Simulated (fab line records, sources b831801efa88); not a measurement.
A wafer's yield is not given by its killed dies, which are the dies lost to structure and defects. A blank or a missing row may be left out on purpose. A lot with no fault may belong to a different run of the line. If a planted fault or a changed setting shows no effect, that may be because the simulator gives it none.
A lot that was struck, set against a sound lot -- flow sky130 -- 21 steps out of a route of 708
Sound: wafers L429.3, L429.4, L429.5. Wafers L436.2, L436.3, L436.5 were the ones struck. Last of all comes the cause.
For every step that has rows: the tool of each side, followed by ch and its chambers, followed by its first start. Under that, the readings that differ: sound wafers -- struck wafers -- difference of the means -- sigmas: that difference in standard deviations of wafers without a fault.
alike: words and numbers the same on both sides, and readings whose means are apart by under 2 such deviations; not compared: readings that were withheld, readings missing a value for some wafer, numbers with overlapping values and no deviation given by the record, and bounds like >300 which may hide the same value.
A row with sigmas, a row that says differs or no value, or rows on one side alone: a step with any of these is where the two part. When numbers do not overlap yet have no deviation, they are printed without sigmas and do not part them. Lack of a reading on every wafer of one side parts them only where that side has two or more wafers.

first, 3 steps without rows for these wafers: SKY_VT_ADJUST_NCORE_EXPOSE_04 (exposes mask LVTN COMPLEMENT THIN, target cd 380 nm); SKY_VT_ADJUST_NCORE_PEB_05; SKY_VT_ADJUST_NCORE_DEVELOP_06 (develop time 60 s).
SKY_VT_ADJUST_NCORE_CD_MEAS_07: the cd target is 380 nm.
  sound on cd-sem-02, day 10 15:20; struck on cd-sem-01, day 12 13:24
  alike: cd-nm
SKY_VT_ADJUST_NCORE_OVL_MEAS_08:
  sound on overlay-02, day 10 15:25; struck on overlay-02, day 12 13:30
  alike: VT_ADJUST_NCORE_OVL
then, 1 step without rows for these wafers: SKY_VT_ADJUST_NCORE_IMPLANT_09.
SKY_VT_ADJUST_NCORE_STRIP_10: strips in O2/N2.
  sound on plasma-asher-01 ch 0,1, day 10 15:38; struck on plasma-asher-01 ch 0,1, day 12 13:41
  alike: drypump-motor-current-A, oes-product-au, strip-time-to-endpoint-s
  not compared: rf-hours-counter-h
SKY_VT_ADJUST_NCORE_TW_MEAS_11:
  sound on film-metro-01, day 10 15:43; struck on film-metro-01, day 12 13:47
  alike: VT_ADJUST_NCORE_TW
then, 4 steps without rows for these wafers: SKY_VT_ADJUST_HVTR_DEHYDRATE_00 (time 60 s); SKY_VT_ADJUST_HVTR_HMDS_01 (prime time 60 s); SKY_VT_ADJUST_HVTR_COAT_02 (resist thk 1140 nm); SKY_VT_ADJUST_HVTR_SOFTBAKE_03 (time 60 s).
SKY_VT_ADJUST_HVTR_EXPOSE_04: exposes mask HVTRM, target cd 380 nm.
  sound on iline-stepper-01 ch 0, day 11 03:44; struck on iline-stepper-02 ch 0, day 13 02:10
reading,sound,struck,difference,sigmas
mask,HVTRM#0 HVTRM#0 HVTRM#0,TUNM#0 TUNM#0 TUNM#0,differs,
then, 2 steps without rows for these wafers: SKY_VT_ADJUST_HVTR_PEB_05; SKY_VT_ADJUST_HVTR_DEVELOP_06 (develop time 60 s).
SKY_VT_ADJUST_HVTR_CD_MEAS_07: the cd target is 380 nm.
  sound on cd-sem-01, day 11 14:53; struck on cd-sem-02, day 13 14:41
reading,sound,struck,difference,sigmas
cd-nm (nm),378.3 377.2 378.4,- - -,no value on the struck wafers,
SKY_VT_ADJUST_HVTR_OVL_MEAS_08:
  sound on overlay-01, day 11 14:58; struck on overlay-02, day 13 14:47
reading,sound,struck,difference,sigmas
VT_ADJUST_HVTR_OVL (nm),0.5 1.3 1.7,- - -,no value on the struck wafers,
then, 1 step without rows for these wafers: SKY_VT_ADJUST_HVTR_IMPLANT_09.
SKY_VT_ADJUST_HVTR_STRIP_10: strips in O2/N2.
  sound on plasma-asher-03 ch 0,1, day 11 15:11; struck on plasma-asher-03 ch 1, day 13 14:58
reading,sound,struck,difference,sigmas
strip-time-to-endpoint-s (s),14.20 14.24 14.22,14.09 14.11 14.11,-0.12,-2
  alike: drypump-motor-current-A, oes-product-au
  not compared: rf-hours-counter-h
SKY_VT_ADJUST_HVTR_TW_MEAS_11:
  sound on film-metro-01, day 11 15:16; struck on film-metro-02, day 13 15:18
reading,sound,struck,difference,sigmas
VT_ADJUST_HVTR_TW,209.9 210.8 209.9,29.3 29.5 29.4,-180.8,-95
  not compared: hold
SKY_PAD_OPEN_PROBE_99:
  the record has rows for the sound wafers here (prober-02, day 47 14:01) and none for the struck ones

## WHERE THEY PART
Last at SKY_PAD_OPEN_PROBE_99 as far as this record goes, first at SKY_VT_ADJUST_HVTR_EXPOSE_04.

WHY: the cause the simulator had injected
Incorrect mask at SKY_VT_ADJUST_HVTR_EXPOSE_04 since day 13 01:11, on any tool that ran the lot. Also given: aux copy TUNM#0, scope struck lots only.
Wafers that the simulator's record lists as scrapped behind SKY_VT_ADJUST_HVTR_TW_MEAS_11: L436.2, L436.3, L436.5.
